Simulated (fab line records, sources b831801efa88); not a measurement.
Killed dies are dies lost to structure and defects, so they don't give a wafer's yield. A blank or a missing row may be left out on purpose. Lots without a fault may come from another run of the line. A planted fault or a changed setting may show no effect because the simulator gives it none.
Chamber matching | flow gf180mcu | GF_V1_CVD_02 on pecvd-01: 3 sister chambers
The step deposits SiO2 from TEOS, target thk 850 nm, time 94.851 s. 20 wafers are shown with their chamber, then 10 later ones without.

WAFERS WITH THEIR CHAMBER
wafer  | chamber | heater_power_w (W)
L076.1 | 0       | 707
L076.2 | 1       | 709
L076.3 | 2       | 608
L076.4 | 0       | 582
L076.5 | 1       | 744
L076.6 | 2       | 684
L082.3 | 1       | 699
L082.5 | 2       | 615
L082.6 | 1       | 764
L080.3 | 1       | 752
L080.5 | 1       | 617
L080.6 | 2       | 591
L083.3 | 2       | 653
L083.4 | 0       | 649
L083.5 | 1       | 774
L090.2 | 0       | 697
L090.3 | 2       | 624
L090.4 | 0       | 725
L093.1 | 1       | 770
L093.3 | 0       | 599

SIGNATURES (means of the wafers above)
reading        | chamber 0 | chamber 1 | chamber 2 | scatter within a chamber
heater_power_w | 659.83    | 728.62    | 629.17    | 50.3
Rule: a wafer's distance from a chamber is the root of the sum, over the readings, of the square of ((its reading less the chamber's mean) divided by the reading's scatter). The wafer belongs to the nearest chamber; if the next one is less than 2 further off, it can't be placed. The scatter: the root of (the sum of the squares of (reading less its chamber's mean) over the shown wafers, divided by (wafers less chambers)).

WAFERS WITHOUT THEIR CHAMBER
wafer  | heater_power_w (W)
L093.6 | 665
L094.2 | 733
L094.4 | 697
L094.6 | 577
L095.1 | 763
L095.3 | 736
L095.6 | 762
L097.1 | 774
L097.2 | 688
L097.3 | 698

WHICH CHAMBER EACH WENT THROUGH
wafer  | from the rows above          | in truth
L093.6 | can't be placed: 0 or 2 or 1 | 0
L094.2 | can't be placed: 1 or 0 or 2 | 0
L094.4 | can't be placed: 1 or 0 or 2 | 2
L094.6 | can't be placed: 2 or 0 or 1 | 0
L095.1 | can't be placed: 1 or 0 or 2 | 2
L095.3 | can't be placed: 1 or 0 or 2 | 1
L095.6 | can't be placed: 1 or 0 or 2 | 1
L097.1 | can't be placed: 1 or 0 or 2 | 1
L097.2 | can't be placed: 0 or 1 or 2 | 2
L097.3 | can't be placed: 1 or 0 or 2 | 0
Placed correctly: 0 of 10. Can't be placed from these rows: 10 (the true chamber is among the candidates in 10). Placed wrongly: 0.
